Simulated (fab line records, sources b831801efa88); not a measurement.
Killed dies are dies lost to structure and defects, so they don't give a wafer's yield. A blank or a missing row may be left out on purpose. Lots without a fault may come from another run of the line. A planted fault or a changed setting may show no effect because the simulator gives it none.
A struck lot beside a sound one | flow gf180mcu | 15 steps out of a route of 602
Sound: wafers L823.1, L823.3, L823.5. Struck: wafers L840.3, L840.4, L840.5. The cause comes at the end.
At each step with rows: each side's tool, then ch and its chambers, then its first start. Under that, the readings that differ: sound wafers | struck wafers | difference of the means | sigmas: that difference in standard deviations of wafers without a fault.
alike: readings whose means differ by less than 2 such deviations, and words and numbers that are the same on both sides. not compared: withheld readings, readings that some wafer has no value for, bounds like >300 that may hide the same value, and numbers for which the record gives no deviation and whose values overlap.
The two part at a step that has a row with sigmas, a row that says differs or no value, or rows on one side only. Numbers that don't overlap but have no deviation are shown without sigmas and don't part them. A reading that every wafer of one side lacks parts them only if that side has two wafers or more.

first, 6 steps without rows for these wafers: GF_M3_HMDS_08 (prime time 60 s); GF_M3_COAT_09 (resist thk 1000 nm); GF_M3_SOFTBAKE_10 (time 60 s); GF_M3_EXPOSE_11 (exposes mask Metal3, target cd 280 nm); GF_M3_PEB_12 (peb time 90 s); GF_M3_DEVELOP_13 (develop time 60 s).
GF_M3_CD_MEAS_14: target cd 280 nm.
  sound on cd_sem-01, day 21 00:26; struck on cd_sem-01, day 27 05:13
  alike: cd_nm
GF_M3_OVL_MEAS_15:
  sound on overlay-01, day 21 00:34; struck on overlay-01, day 27 05:19
  alike: M3_OVL
GF_M3_METAL_ETCH_16: etches the open film in Cl2/BCl3, stops on SiO2, target depth 627.5 nm, time 104.6 s.
  sound on rie_metal-03 ch 0,1, day 21 00:35; struck on rie_metal-03 ch 0,1, day 27 05:22
  alike: drypump_motor_current_A, oes_product_au, rf_fwd_power_W, throttle_valve_pct
  not compared: rf_hours_counter_h
GF_M3_STRIP_17: strips in O2/N2.
  sound on plasma_asher-02 ch 0,1, day 21 00:42; struck on plasma_asher-01 ch 0,1, day 27 05:29
  alike: drypump_motor_current_A, heater_power_w, oes_product_au, platen_temp_c, strip_time_to_endpoint_s
  not compared: rf_hours_counter_h
then, 2 steps without rows for these wafers: GF_M3_STRIP_18 (strips in post etch residue remover, time 1200 s); GF_M3_CLEAN_19 (cleans in DIW).
GF_V3_CVD_00: deposits SiO2, target thk 600 nm, time 100 s.
  sound on hdpcvd-01 ch 0,1,2, day 21 01:14; struck on hdpcvd-01 ch 1,2, day 27 05:59
  reading                             | sound             | struck            | difference | sigmas
  sih4_flow_sccm (sccm)               | 59.94 59.98 59.94 | 50.89 50.75 51.10 | -9.04      | -48
  model.SiO2_of_V3_CVD_00.thk_nm (nm) | 597.8 608.7 602.2 | 520.3 521.7 523.2 | -81.2      |
GF_V3_THK_MEAS_01:
  sound on film_metro-04, day 21 01:19; struck on film_metro-04, day 27 06:05
  reading            | sound       | struck      | difference | sigmas
  V3_CVD_00_THK (nm) | 598 609 602 | 520 521 523 | -82        | -13
GF_V3_CVD_02: deposits SiO2 from TEOS, target thk 850 nm, time 94.851 s.
  sound on pecvd-03 ch 0,1,2, day 21 01:22; struck on pecvd-01 ch 1,2, day 27 06:07
  alike: heater_power_w, rf_fwd_power_W
  not compared: since_wet_clean_h

WHERE THEY PART
First at GF_V3_CVD_00; last, within this record, at GF_V3_THK_MEAS_01. Later steps at which nothing parts them and some readings are alike: GF_V3_CVD_02.

WHY: what the simulator had put in
Process parameter drift: hdpcvd-01, from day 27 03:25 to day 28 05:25, at GF_V3_CVD_00. Setting sih4_flow_sccm, moved by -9, from 60. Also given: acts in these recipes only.
